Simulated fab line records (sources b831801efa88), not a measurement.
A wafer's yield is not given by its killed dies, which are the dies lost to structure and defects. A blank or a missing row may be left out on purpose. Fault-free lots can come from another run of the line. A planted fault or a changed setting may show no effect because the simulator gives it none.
Chamber matching | flow sky130 | cmp-01 running SKY_CONTACT_CMP_27: 4 sister chambers
The step polishes, stops on SiO2, t overpolish 15 s, target thk 0 nm. 14 wafers are shown with their chamber, then 7 later ones without.

## WAFERS, EACH WITH ITS CHAMBER
wafer  | chamber | motor current A (A) | time to endpoint s (s) | slurry flow ml min
L553.3 | 2       | 16.4                | 84                     | 150.0
L553.4 | 1       | 9.2                 | 79                     | 149.8
L553.6 | 3       | 11.0                | 88                     | 150.2
L557.1 | 3       | 10.7                | 90                     | 150.5
L557.3 | 0       | 9.6                 | 85                     | 150.0
L557.4 | 2       | 15.0                | 79                     | 150.0
L556.3 | 0       | 9.3                 | 83                     | 149.6
L556.5 | 2       | 15.9                | 83                     | 149.3
L556.6 | 3       | 11.5                | 85                     | 150.6
L558.2 | 2       | 16.2                | 77                     | 149.9
L558.4 | 0       | 9.1                 | 83                     | 149.7
L558.5 | 1       | 10.5                | 74                     | 149.5
L560.1 | 0       | 9.4                 | 83                     | 150.1
L560.4 | 1       | 9.6                 | 77                     | 150.1

SIGNATURES (averages over the wafers above)
reading            | chamber 0 | chamber 1 | chamber 2 | chamber 3 | scatter within a chamber
motor current A    | 9.350     | 9.767     | 15.875    | 11.067    | 0.499
time to endpoint s | 83.50     | 76.67     | 80.75     | 87.67     | 2.47
slurry flow ml min | 149.850   | 149.800   | 149.800   | 150.433   | 0.279
Rule: distance of a wafer from a chamber = root of the sum over the readings of ((wafer's reading minus chamber's mean) / reading's scatter) squared. The wafer belongs to the nearest chamber; if the next one is less than 2 further off, it can't be placed. The scatter is the square root of a quotient: the sum, over the shown wafers, of each reading's squared deviation from its chamber's mean, divided by wafers minus chambers.

## WAFERS WITH NO CHAMBER GIVEN
wafer  | motor current A (A) | time to endpoint s (s) | slurry flow ml min
L560.5 | 10.9                | 83                     | 149.8
L561.3 | 15.5                | 82                     | 150.6
L561.5 | 10.1                | 79                     | 150.2
L561.6 | 9.8                 | 86                     | 150.5
L568.6 | 11.5                | 90                     | 149.0
L567.6 | 9.9                 | 84                     | 150.0
L569.6 | 11.1                | 87                     | 150.1

## EACH ONE'S CHAMBER
wafer  | from the rows above          | in truth
L560.5 | can't be placed: 3 or 0 or 1 | 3
L561.3 | 2                            | 2
L561.5 | can't be placed: 1 or 0      | 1
L561.6 | can't be placed: 3 or 0 or 1 | 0
L568.6 | can't be placed: 3 or 0 or 1 | 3
L567.6 | can't be placed: 0 or 1 or 3 | 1
L569.6 | 3                            | 3
Correct placement for 2 of the 7. These rows do not allow placing 5 (true chamber among the candidates in 5). Number placed wrongly: 0.
